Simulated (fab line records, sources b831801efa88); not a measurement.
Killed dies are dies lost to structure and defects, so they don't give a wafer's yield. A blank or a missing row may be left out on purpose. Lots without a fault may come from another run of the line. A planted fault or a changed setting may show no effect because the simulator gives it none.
Problem report in the 8D (eight disciplines) form, filled by code | flow gf180mcu | the parts of the form that need people (team, actions taken, sign-off) are left out

1. THE PROBLEM
MIM_CVD_05_THK at GF_MIM_THK_MEAS_06 reads a mean of 55.1 nm on 6 wafers of 2 lots; wafers without a fault read 42.1 nm with a standard deviation of 0.56. That is +23 standard deviations from the usual mean.
First seen on wafer L876.3, day 27 04:35, on film_metro-04. The record holds 36 wafers of 12 lots with a number at this step. Rule for "out", or "out of limits": more than 4 standard deviations from the usual mean. The other wafers with a number count as sound.

2. WHAT IT IS AND WHAT IT IS NOT
question                    | is                           | is not
which readings at this step | MIM_CVD_05_THK               | -
which lots                  | L876, L877                   | L867, L868, L882, L884, L885, L886, L887, L888, L889, L890
which wafers of those lots  | all that have a number       | -
read on which gauges        | film_metro-02, film_metro-04 | film_metro-01
when                        | from day 27 04:35            | up to then (6 sound wafers); but 24 sound wafers of L882, L884, L885, L886, L887, L888, L889, L890 came after

3. SUSPECTS, AND WHAT RULES EACH OUT
Counting: a tool at a process step up to the reading stays a suspect if it ran every lot that is out and no sound lot after the first of them.
- the gauge at GF_MIM_THK_MEAS_06: ruled out. The wafers that are out were read on 2 gauges (film_metro-02, film_metro-04).
- pvd_sputter-04 at GF_MIM_SPUTTER_04 (material TiN, target thk 50 nm, time 41.7 s): ruled out as a lasting fault. Sound lots L884, L885, L886, L887, L888, L890 ran on it after its first lot that is out, L876 (day 27 04:30).
- pecvd-01 at GF_MIM_CVD_05 (deposits Si3N4, target thk 42 nm, time 29.086 s): ruled out as a lasting fault. Sound lots L884, L888, L890 ran on it after its first lot that is out, L876 (day 27 04:32).
Left after counting: nothing in the record.

4. THE CAUSE (what the simulator had put in)
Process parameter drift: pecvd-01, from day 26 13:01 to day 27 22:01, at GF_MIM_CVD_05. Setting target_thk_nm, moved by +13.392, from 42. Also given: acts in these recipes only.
Counting ruled it out, wrongly: the rule takes a fault to strike every lot that its tool runs from its start on, and this one did not.

5. THE CHAIN OF EFFECTS, in route order
Each row: a reading whose mean over the struck wafers that have a number lies more than 3 standard deviations from the usual. Only readings for which the record gives a usual standard deviation are gone through. hours: the time from each lot's start at the first step in this table that gives one to its start at this step, as a median over the lots. sigmas: the change in usual standard deviations.
hours | step               | reading        | usual   | on struck wafers | change | sigmas
0     | GF_MIM_THK_MEAS_06 | MIM_CVD_05_THK | 42.1 nm | 55.1             | +13.0  | +23

6. WHAT WOULD HAVE CAUGHT IT SOONER
In this record the first reading out of limits at a measuring or inspecting step was taken at day 27 04:35, 16 hours after the fault began at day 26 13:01.
Of the tool readings at GF_MIM_CVD_05 for which the record gives a usual standard deviation, none was out on any struck wafer, so an alarm limit of 4 standard deviations on them would not have fired.
